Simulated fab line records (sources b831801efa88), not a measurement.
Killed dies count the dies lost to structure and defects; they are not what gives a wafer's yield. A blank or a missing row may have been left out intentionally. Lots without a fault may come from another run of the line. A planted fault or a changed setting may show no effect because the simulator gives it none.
fab line records	flow sky130	part 1 of 2: steps 1 to 42 of 43
record: lots: 6	wafers: 18	last-day: 49
route steps=708 shown VIA2@525 METAL3@532 CAPM@537 PAD_OPEN@708
lots that met no fault: taken from a fault-free run of the same line
start-h: start of the lot's first displayed wafer, in hours after the record's first day	wait-h: how many hours have passed since the lot's step before this one	" same as the row above	L1.1+2: a row that stands for several wafers	- no value, or no start given	* or withheld: withheld	< > ~ a bound
route shown NAME@n: NAME is a module with steps in the file, n the number in the route of the first one	usual: average and standard deviation across the fault-free wafers	same: alike in all rows	chamber/n: place in a boat	sites: per-site readings	_std_site: standard deviation of those values	_edge_site: the outer-site mean with the inner-site mean subtracted	radius-mm: for every site, how far away it sits from the centre of the wafer	mask NAME#n: copy n	behind: tool/chamber where the wafer was last shaped	hold: the reason the lot was held/the length of the hold in hours/how it ended	device: the n, p or np transistor that did not switch	end of line: at the end of the route, the tests of the same wafers	a step without rows: its recipe alone	killed: count of dies lost to structure and defects at first sort (not the wafer's yield)	map: dies across one wafer; x = killed, . = not, _ = none there
set.NAME: the setting that was run; set.NAME@STEP: the one run at that earlier step	model.NAME: the simulator's own value behind a step, which no gauge read
lots at some steps of the route; a table a step, a row a wafer
services: a tool's chamber out of use, with start hour (start-h, from the record's first day; less than 0 if before it), hours out, and reason
== steps ==
step: SKY_VIA2_CLEAN_18
recipe: chemistry: IPA	time-s: 180	temp-c: 25
step: SKY_VIA2_CLEAN_19
recipe: chemistry: O3/DIW	dry: n2-spin
step: SKY_VIA2_SPUTTER_20
recipe: material: TiN	target-thk-nm: 20	chamber-pressure-pa: 5	power-w: 4000	time-s: 80
step: SKY_VIA2_CVD_21
recipe: material: W	target-thk-nm: 420	time-s: 126.4	temp-c: 400	pressure-torr: 40
step: SKY_VIA2_RS_MEAS_22
recipe: thk-meas-gauge: four-point-probe	reads: W_of_VIA2_CVD_21+TiN_of_VIA2_SPUTTER_20
usual: VIA2_W_RS: 0.2734/0.0024
lot.wafer	tool	chamber	start-h	wait-h	VIA2_W_RS[ohm/sq]
L806.1	film-metro-02	-	891.85	0.1	0.2756
L806.4	"	-	"	"	0.2760
L806.6	"	-	"	"	0.2727
L810.1	film-metro-03	-	915.03	0.1	0.2755
L810.2	"	-	"	"	0.2747
L810.3	"	-	"	"	0.2756
L812.2	film-metro-01	-	934.69	0.1	0.2725
L812.4	"	-	"	"	0.2718
L812.5	"	-	"	"	0.2717
L813.1	film-metro-01	-	961.62	0.1	0.2710
L813.2	"	-	"	"	0.2743
L813.6	"	-	"	"	0.2726
L815.4	film-metro-03	-	964.81	0.1	0.2777
L815.5	"	-	"	"	0.2726
L815.6	"	-	"	"	0.2766
L820.1	film-metro-03	-	985.12	0.1	0.2739
L820.2	"	-	"	"	0.2724
L820.6	"	-	"	"	0.2742
step: SKY_VIA2_THK_MEAS_23
recipe: thk-meas-gauge: xrf	reads: W_of_VIA2_CVD_21
usual: VIA2_W_THK: 425/6.1
lot.wafer	tool	chamber	start-h	wait-h	VIA2_W_THK[nm]
L806.1	film-metro-02	-	891.97	0.1	431
L806.4	"	-	"	"	426
L806.6	"	-	"	"	432
L810.1	film-metro-03	-	915.15	0.1	417
L810.2	"	-	"	"	419
L810.3	"	-	"	"	418
L812.2	film-metro-01	-	934.80	0.1	423
L812.4	"	-	"	"	425
L812.5	"	-	"	"	430
L813.1	film-metro-01	-	961.74	0.1	428
L813.2	"	-	"	"	422
L813.6	"	-	"	"	421
L815.4	film-metro-03	-	964.90	0.1	416
L815.5	"	-	"	"	422
L815.6	"	-	"	"	418
L820.1	film-metro-03	-	985.24	0.1	420
L820.2	"	-	"	"	422
L820.6	"	-	"	"	420
step: SKY_VIA2_CMP_24
recipe: stop-on: SiO2	t-overpolish-s: 20	down-force-psi: 3.5	platen-rpm: 60	target-thk-nm: 0	pad-velocity-m-s: 0.94248
usual: head-pressure-psi: 3.499/0.0074	motor-current-A: 11.8/1.1	overpolish-run-s: 20.000/0.0088	time-to-endpoint-s: 102/3.6
lot.wafer	tool	chamber	start-h	wait-h	head-pressure-psi	motor-current-A	overpolish-run-s	time-to-endpoint-s
L806.4	cmp-02	1	892.03	0.0	3.498	11.4	20.010	98
L806.1	"	2	"	"	3.499	10.6	19.998	97
L806.6	"	2	"	"	3.510	11.1	19.994	98
L810.2	cmp-01	1	915.21	0.0	3.500	11.9	19.985	102
L810.1	"	3	"	"	3.508	11.1	19.997	100
L810.3	"	0	"	"	3.489	10.0	19.996	103
L812.2	cmp-02	1	934.95	0.1	3.499	11.0	20.000	106
L812.4	"	2	"	"	3.494	11.3	20.006	107
L812.5	"	0	"	"	3.488	12.8	20.004	109
L813.1	cmp-02	0	961.85	0.1	3.496	13.2	20.007	107
L813.2	"	2	"	"	3.492	11.5	19.994	99
L813.6	"	3	"	"	3.494	13.3	20.001	100
L815.4	cmp-02	2	964.93	0.0	3.502	11.8	20.006	100
L815.6	"	2	"	"	3.504	10.6	19.992	101
L815.5	"	3	"	"	3.500	13.0	19.986	105
L820.2	cmp-01	1	985.35	0.1	3.495	12.7	20.002	105
L820.1	"	2	"	"	3.490	11.5	19.994	95
L820.6	"	1	"	"	3.493	12.1	20.001	101
step: SKY_METAL3_SPUTTER_00
recipe: material: Ti	target-thk-nm: 15	power-w: 3000	time-s: 10	chamber-pressure-pa: 0.4
step: SKY_METAL3_SPUTTER_01
recipe: material: TiN	target-thk-nm: 20	power-w: 6500	time-s: 16.7	chamber-pressure-pa: 0.4
usual: chamber-pressure-pa: 0.4000/0.00076	throttle-valve-pct: 30.0/1.4
lot.wafer	tool	chamber	start-h	wait-h	chamber-pressure-pa	throttle-valve-pct
L806.1	pvd-sputter-02	-	892.35	0.0	0.3995	30.8
L806.4	"	-	"	"	0.3986	30.1
L806.6	"	-	"	"	0.3993	29.1
L810.1	pvd-sputter-02	-	915.53	0.0	0.3996	29.1
L810.2	"	-	"	"	0.3994	30.8
L810.3	"	-	"	"	0.4007	29.5
L812.2	pvd-sputter-01	-	935.18	0.0	0.3995	31.9
L812.4	"	-	"	"	0.3987	29.4
L812.5	"	-	"	"	0.3990	30.2
L813.1	pvd-sputter-01	-	962.12	0.0	0.4011	28.6
L813.2	"	-	"	"	0.3998	32.1
L813.6	"	-	"	"	0.3995	31.9
L815.4	pvd-sputter-03	-	965.25	0.0	0.3996	28.4
L815.5	"	-	"	"	0.3999	28.4
L815.6	"	-	"	"	0.3991	30.1
L820.1	pvd-sputter-01	-	985.63	0.0	0.3991	31.8
L820.2	"	-	"	"	0.3989	28.6
L820.6	"	-	"	"	0.4009	30.1
step: SKY_METAL3_SPUTTER_02
recipe: material: AlCu	target-thk-nm: 735	power-w: 10600	time-s: 39.1	chamber-pressure-pa: 0.4
step: SKY_METAL3_SPUTTER_03
recipe: material: Ti	target-thk-nm: 5	power-w: 3000	time-s: 3.3	chamber-pressure-pa: 0.4
step: SKY_METAL3_SPUTTER_04
recipe: material: TiN	target-thk-nm: 70	power-w: 6500	time-s: 58.3	chamber-pressure-pa: 0.4
usual: chamber-pressure-pa: 0.3999/0.00078	throttle-valve-pct: 29.9/1.4
lot.wafer	tool	chamber	start-h	wait-h	chamber-pressure-pa	throttle-valve-pct
L806.1	pvd-sputter-02	-	892.43	0.0	0.4003	31.0
L806.4	"	-	"	"	0.3995	29.7
L806.6	"	-	"	"	0.4011	29.0
L810.1	pvd-sputter-02	-	915.62	0.0	0.4006	29.1
L810.2	"	-	"	"	0.3996	31.0
L810.3	"	-	"	"	0.3995	30.0
L812.2	pvd-sputter-01	-	935.26	0.0	0.3992	31.9
L812.4	"	-	"	"	0.3998	29.5
L812.5	"	-	"	"	0.3998	30.2
L813.1	pvd-sputter-01	-	962.21	0.0	0.3997	28.8
L813.2	"	-	"	"	0.4001	31.6
L813.6	"	-	"	"	0.3994	31.7
L815.4	pvd-sputter-03	-	965.33	0.0	0.3983	28.1
L815.5	"	-	"	"	0.3994	28.3
L815.6	"	-	"	"	0.4002	30.1
L820.1	pvd-sputter-01	-	985.71	0.0	0.3994	32.3
L820.2	"	-	"	"	0.4003	28.7
L820.6	"	-	"	"	0.3990	30.0
step: SKY_CAPM_CVD_00
recipe: material: SiO2	target-thk-nm: 15.5	temp-c: 400	time-s: withheld	rf-w: 450
usual: heater-power-w: 657/110	rf-fwd-power-W: 441.3/2.4
lot.wafer	tool	chamber	start-h	wait-h	heater-power-w	rf-fwd-power-W	model.SiO2_of_CAPM_CVD_00.thk-nm
L806.1	pecvd-01	1	892.48	0.0	501	440.5	15.23
L806.4	"	1	"	"	504	439.1	15.6
L806.6	"	2	"	"	736	441.1	15.59
L810.1	pecvd-03	0	915.66	0.0	763	438.8	15.28
L810.2	"	1	"	"	551	445.2	15.4
L810.3	"	2	"	"	827	437.8	15.32
L812.2	pecvd-03	0	935.31	0.0	757	514.5	16.07
L812.4	"	0	"	"	754	514.6	16.46
L812.5	"	2	"	"	761	510.8	16.63
L813.1	pecvd-03	1	962.26	0.0	487	517.9	15.9
L813.2	"	2	"	"	746	510.1	16.24
L813.6	"	0	"	"	744	512.7	16.24
L815.4	pecvd-01	2	965.39	0.0	666	443.3	15.5
L815.5	"	0	"	"	536	442.3	15.14
L815.6	"	1	"	"	559	439.5	15.82
L820.1	pecvd-04	0	985.76	0.0	535	441.4	15.53
L820.2	"	2	"	"	798	441.3	15.44
L820.6	"	0	"	"	544	442.5	15.61
step: SKY_CAPM_THK_MEAS_01
recipe: reads: SiO2_of_CAPM_CVD_00
usual: CAPM_CVD_00_THK: 15.41/0.26
lot.wafer	tool	chamber	start-h	wait-h	hold	CAPM_CVD_00_THK[nm]
L806.1	film-metro-03	-	892.50	-	-	15.27
L806.4	"	-	"	"	-	15.65
L806.6	"	-	"	"	-	15.59
L810.1	film-metro-01	-	915.69	-	-	15.31
L810.2	"	-	"	"	-	15.40
L810.3	"	-	"	"	-	15.35
L812.2	film-metro-03	-	935.34	-	await-dispo/0.2h/release	16.06
L812.4	"	-	"	"	await-dispo/0.2h/release	16.46
L812.5	"	-	"	"	await-dispo/0.2h/release	16.58
L812.2	film-metro-03	-	935.57	0.2	-	16.11
L812.4	"	-	"	"	-	16.46
L812.5	"	-	"	"	-	16.62
L813.1	film-metro-04	-	962.28	-	-	15.90
L813.2	"	-	"	"	-	16.20
L813.6	"	-	"	"	-	16.30
L815.4	film-metro-04	-	965.44	-	-	15.52
L815.5	"	-	"	"	-	15.11
L815.6	"	-	"	"	-	15.84
L820.1	film-metro-04	-	985.78	-	-	15.51
L820.2	"	-	"	"	-	15.47
L820.6	"	-	"	"	-	15.61
step: SKY_CAPM_RS_MEAS_03
recipe: thk-meas-gauge: four-point-probe	reads: TiN_of_CAPM_SPUTTER_02
usual: CAPM_TIN_RS: 6.92/0.07
lot.wafer	tool	chamber	start-h	wait-h	CAPM_TIN_RS[ohm/sq]
L806.1	film-metro-04	-	892.67	0.1	6.84
L806.4	"	-	"	"	6.92
L806.6	"	-	"	"	6.82
L810.1	film-metro-03	-	915.86	0.1	6.91
L810.2	"	-	"	"	6.99
L810.3	"	-	"	"	6.99
L812.2	film-metro-04	-	938.91	0.1	6.90
L812.4	"	-	"	"	6.84
L812.5	"	-	"	"	6.90
L813.1	film-metro-03	-	962.45	0.1	6.89
L813.2	"	-	"	"	6.81
L813.6	"	-	"	"	6.90
L815.4	film-metro-01	-	965.63	0.1	6.93
L815.5	"	-	"	"	6.85
L815.6	"	-	"	"	6.93
L820.1	film-metro-03	-	985.95	0.1	7.01
L820.2	"	-	"	"	6.91
L820.6	"	-	"	"	7.06
step: SKY_CAPM_THK_MEAS_04
recipe: thk-meas-gauge: xrf	reads: TiN_of_CAPM_SPUTTER_02
usual: CAPM_TIN_THK: 196.4/2.1
lot.wafer	tool	chamber	start-h	wait-h	CAPM_TIN_THK[nm]
L806.1	film-metro-04	-	892.79	0.1	199.7
L806.4	"	-	"	"	196.6
L806.6	"	-	"	"	199.5
L810.1	film-metro-03	-	915.98	0.1	195.4
L810.2	"	-	"	"	194.3
L810.3	"	-	"	"	194.2
L812.2	film-metro-04	-	939.02	0.1	197.7
L812.4	"	-	"	"	199.7
L812.5	"	-	"	"	199.2
L813.1	film-metro-03	-	962.57	0.1	197.6
L813.2	"	-	"	"	200.1
L813.6	"	-	"	"	197.0
L815.4	film-metro-01	-	965.72	0.1	196.4
L815.5	"	-	"	"	198.7
L815.6	"	-	"	"	196.2
L820.1	film-metro-03	-	986.07	0.1	192.5
L820.2	"	-	"	"	195.2
L820.6	"	-	"	"	191.3
step: SKY_CAPM_DEHYDRATE_05
recipe: temp-c: 200	time-s: 60
step: SKY_CAPM_HMDS_06
recipe: prime-time-s: 60	prime-temp-c: 120
step: SKY_CAPM_COAT_07
recipe: resist: NOVOLAK	spin-rpm: 3000	resist-thk-nm: 1140
step: SKY_CAPM_SOFTBAKE_08
recipe: temp-c: 90	time-s: 60	resist: NOVOLAK
step: SKY_CAPM_EXPOSE_09
recipe: mask-id: CAPM	na: 0.6	source-shape: conventional	sigma-outer: 0.6	polarization: unpolarized	target-cd-nm: 1000	dose-mj: 159
step: SKY_CAPM_PEB_10
recipe: temp-c: withheld	time-s: *	resist: NOVOLAK
step: SKY_CAPM_DEVELOP_11
recipe: resist: NOVOLAK	developer: TMAH	develop-time-s: 60	dev-temp-c: 23
step: SKY_CAPM_OVL_MEAS_12
usual: CAPM_OVL: 0.2/1.3
lot.wafer	tool	chamber	start-h	wait-h	CAPM_OVL[nm]
L806.1	overlay-01	-	918.15	0.1	-0.1
L806.4	"	-	"	"	-2.2
L806.6	"	-	"	"	-2.5
L810.1	overlay-02	-	941.05	0.1	1.7
L810.2	"	-	"	"	1.4
L810.3	"	-	"	"	0.0
L812.2	overlay-01	-	959.05	0.1	0.9
L812.4	"	-	"	"	0.7
L812.5	"	-	"	"	-0.3
L813.1	overlay-02	-	985.10	0.1	1.5
L813.2	"	-	"	"	-0.6
L813.6	"	-	"	"	0.3
L815.4	overlay-01	-	988.62	0.1	-0.3
L815.5	"	-	"	"	0.6
L815.6	"	-	"	"	0.6
L820.1	overlay-02	-	1009.80	0.1	-1.0
L820.2	"	-	"	"	-1.1
L820.6	"	-	"	"	0.6
step: SKY_CAPM_METAL_ETCH_13
recipe: target-depth-nm: 220	stop-on: SiO2	chemistry: Cl2/BCl3	target: TiN	pressure-mtorr: 10	icp-w: 900	bias-w: 48.5	Cl2_flow_sccm: 60	bcl3-flow-sccm: 30	time-s: 62.9
step: SKY_CAPM_STRIP_14
recipe: chemistry: O2/N2	power-w: 1400	pressure-mtorr: 1500	platen-temp-c: withheld	o2-flow-sccm: 3000	n2-flow-sccm: 300	overash-fraction: 0.5
usual: drypump-motor-current-A: 5.6/0.4	oes-product-au: 0.710/0.0042	strip-time-to-endpoint-s: 12.64/0.044
lot.wafer	tool	chamber	start-h	wait-h	drypump-motor-current-A	oes-product-au	rf-hours-counter-h	strip-time-to-endpoint-s
L806.1	plasma-asher-01	1	918.26	0.1	5.9	0.701	49	12.77
L806.4	"	1	"	"	5.9	0.711	-	12.72
L806.6	"	0	"	"	5.9	0.710	-	12.68
L810.1	plasma-asher-03	1	941.16	0.1	5.2	0.704	110	12.65
L810.2	"	0	"	"	4.9	0.705	110	12.67
L810.3	"	1	"	"	5.2	0.702	-	12.66
L812.2	plasma-asher-01	1	959.21	0.1	6.0	0.711	53	12.65
L812.4	"	0	"	"	6.0	0.711	-	12.59
L812.5	"	1	"	"	6.0	0.707	-	12.58
L813.1	plasma-asher-04	0	985.21	0.1	5.7	0.710	80	12.58
L813.2	"	1	"	"	5.6	0.711	80	12.60
L813.6	"	0	"	"	5.7	0.711	-	12.59
L815.4	plasma-asher-01	1	988.75	0.1	6.0	0.713	-	12.59
L815.5	"	0	"	"	5.9	0.707	-	12.61
L815.6	"	1	"	"	6.0	0.702	-	12.63
L820.1	plasma-asher-01	0	1009.91	0.1	5.9	0.711	58	12.64
L820.2	"	1	"	"	5.9	0.695	58	12.70
L820.6	"	1	"	"	5.9	0.709	-	12.69
step: SKY_CAPM_STRIP_15
recipe: chemistry: post-etch-residue-remover	time-s: 1200	temp-c: 72.5
step: SKY_CAPM_CLEAN_16
recipe: chemistry: IPA	time-s: 180	temp-c: 25
step: SKY_CAPM_CLEAN_17
recipe: chemistry: O3/DIW	dry: n2-spin
step: SKY_METAL3_DEHYDRATE_05
recipe: temp-c: 200	time-s: 60
step: SKY_METAL3_HMDS_06
recipe: prime-time-s: 60	prime-temp-c: 120
step: SKY_METAL3_COAT_07
recipe: resist: BARC	temp-c: withheld	time-s: withheld	spin-rpm: 3000	resist-thk-nm: 60
step: SKY_METAL3_COAT_08
recipe: resist: KrF-thick	spin-rpm: 3000	resist-thk-nm: 1140
step: SKY_METAL3_SOFTBAKE_09
recipe: temp-c: 100	time-s: 90	resist: KrF-thick
step: SKY_METAL3_EXPOSE_10
recipe: mask-id: MM3	na: 0.68	source-shape: annular	sigma-inner: 0.4	sigma-outer: 0.8	target-cd-nm: 300	dose-mj: 28
step: SKY_METAL3_PEB_11
recipe: peb-temp-c: withheld	peb-time-s: withheld	resist: KrF-thick
step: SKY_METAL3_DEVELOP_12
recipe: develop-time-s: 60	resist: KrF-thick	dev-temp-c: 21
step: SKY_METAL3_CD_MEAS_13
recipe: target-cd-nm: 300
usual: cd-nm: 299.9/1.5
lot.wafer	tool	chamber	start-h	wait-h	cd-nm
L806.1	cd-sem-01	-	943.15	-	298.8
L806.4	"	-	"	"	297.7
L806.6	"	-	"	"	298.7
L810.1	cd-sem-02	-	965.75	-	299.5
L810.2	"	-	"	"	297.7
L810.3	"	-	"	"	298.5
L812.2	cd-sem-01	-	982.85	-	299.1
L812.4	"	-	"	"	300.1
L812.5	"	-	"	"	300.6
L813.1	cd-sem-01	-	1008.83	-	298.7
L813.2	"	-	"	"	300.6
L813.6	"	-	"	"	300.2
L815.4	cd-sem-01	-	1012.91	-	299.2
L815.5	"	-	"	"	300.3
L815.6	"	-	"	"	301.6
L820.1	cd-sem-01	-	1033.10	-	296.9
L820.2	"	-	"	"	295.1
L820.6	"	-	"	"	296.6
step: SKY_METAL3_OVL_MEAS_14
usual: METAL3_OVL: 0/5.1
lot.wafer	tool	chamber	start-h	wait-h	METAL3_OVL[nm]
L806.1	overlay-02	-	943.27	0.1	2
L806.4	"	-	"	"	1
L806.6	"	-	"	"	2
L810.1	overlay-02	-	965.87	0.1	-1
L810.2	"	-	"	"	-3
L810.3	"	-	"	"	1
L812.2	overlay-02	-	982.96	0.1	0
L812.4	"	-	"	"	2
L812.5	"	-	"	"	-4
L813.1	overlay-01	-	1008.95	0.1	-1
L813.2	"	-	"	"	1
L813.6	"	-	"	"	4
L815.4	overlay-01	-	1012.99	0.1	9
L815.5	"	-	"	"	14
L815.6	"	-	"	"	3
L820.1	overlay-01	-	1033.22	0.1	0
L820.2	"	-	"	"	0
L820.6	"	-	"	"	-4
step: SKY_METAL3_DESCUM_15
recipe: chemistry: O2	source-power-w: 150	bias-power-w: 0	pressure-mtorr: 10	temp-c: 40	time-s: 8
usual: drypump-motor-current-A: 5.6/0.37	oes-product-au: 1.004/0.0088
lot.wafer	tool	chamber	start-h	wait-h	drypump-motor-current-A	oes-product-au	rf-hours-counter-h
L806.1	rie-metal-03	1	943.30	0.0	5.1	0.995	8
L806.4	"	1	"	"	5.1	1.000	-
L806.6	"	1	"	"	5.1	1.003	-
L810.1	rie-metal-01	1	965.90	0.0	5.8	1.000	12
L810.2	"	0	"	"	5.8	1.015	15
L810.3	"	0	"	"	5.8	1.024	-
L812.2	rie-metal-01	0	982.99	0.0	5.8	1.022	15
L812.4	"	1	"	"	5.8	1.004	-
L812.5	"	1	"	"	5.8	1.001	-
L813.1	rie-metal-04	0	1008.99	0.0	6.2	1.000	5
L813.2	"	1	"	"	5.6	1.008	9
L813.6	"	1	"	"	5.6	0.994	-
L815.4	rie-metal-04	0	1013.02	0.0	6.2	1.005	-
L815.5	"	0	"	"	6.2	0.997	-
L815.6	"	1	"	"	5.6	1.013	-
L820.1	rie-metal-04	0	1033.25	0.0	6.2	1.009	7
L820.2	"	1	"	"	5.6	1.011	10
L820.6	"	1	"	"	5.6	1.003	-
step: SKY_METAL3_ETCH_16
recipe: chemistry: N2/H2	target: BARC	ion-energy-ev: 200	bias-w: 100	pressure-mtorr: 30	n2-flow-sccm: 100	h2-flow-sccm: 200	icp-w: 500	stop-on: SiO2	time-s: 88.2	target-depth-a: 600
step: SKY_METAL3_ETCH_17
recipe: target: SiO2	stop-on: TiN	chemistry: C4F8/O2/Ar	source-w: 1500	bias-w: 1200	pressure-mtorr: 40	c4f8-flow-sccm: withheld	O2_flow_sccm: 6	Ar_flow_sccm: 300	time-s: 3.9	target-depth-a: 150
usual: oes-product-au: 0.752/0.0081
lot.wafer	tool	chamber	start-h	wait-h	oes-product-au	rf-hours-counter-h
L806.1	rie-diel-04	0	943.56	0.2	0.753	16
L806.4	"	1	"	"	0.762	3
L806.6	"	0	"	"	0.760	-
L810.1	rie-diel-02	0	966.03	0.1	0.748	19
L810.2	"	1	"	"	0.754	11
L810.3	"	3	"	"	0.749	17
L812.2	rie-diel-01	2	983.12	0.1	0.767	22
L812.4	"	0	"	"	0.777	16
L812.5	"	3	"	"	0.785	-
L813.1	rie-diel-02	0	1009.12	0.1	0.766	20
L813.2	"	3	"	"	0.781	18
L813.6	"	2	"	"	0.770	-
L815.4	rie-diel-01	1	1013.14	0.0	0.753	-
L815.5	"	2	"	"	0.746	-
L815.6	"	0	"	"	0.765	-
L820.1	rie-diel-01	2	1033.39	0.1	0.754	23
L820.2	"	1	"	"	0.741	13
L820.6	"	1	"	"	0.763	-
== key ==
first-sign: step: SKY_CAPM_CVD_00	reading: rf-fwd-power-W	direction: up	sigmas: 30	usual: 441.3	struck: 513.5
effect: step: SKY_CAPM_THK_MEAS_01	reading: visit	direction: added
effect: step: SKY_METAL3_ETCH_17	reading: oes-product-au	direction: up	sigmas: 2.7	usual: 0.752	struck: 0.774
model-effect: step: SKY_CAPM_CVD_00	value: SiO2_of_CAPM_CVD_00.thk-nm	without: 15.55	struck: 16.26
model-effect: step: SKY_PAD_OPEN_PROBE_99	value: etest.cap-mim.bv-v	without: 13.97	struck: 14.61
met-at SKY_CAPM_CVD_00
struck-wafers L812.2,L812.4,L812.5,L813.1,L813.2,L813.6
onset-between 915.66 935.31
fault: kind: process-parameter-drift	tool: pecvd-03	chamber: -	onset-h: 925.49	steps: SKY_CAPM_CVD_00	channel: rf-w	offset: 72	shape: step	end-h: 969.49	acts-in: these-recipes-only	stated: 450
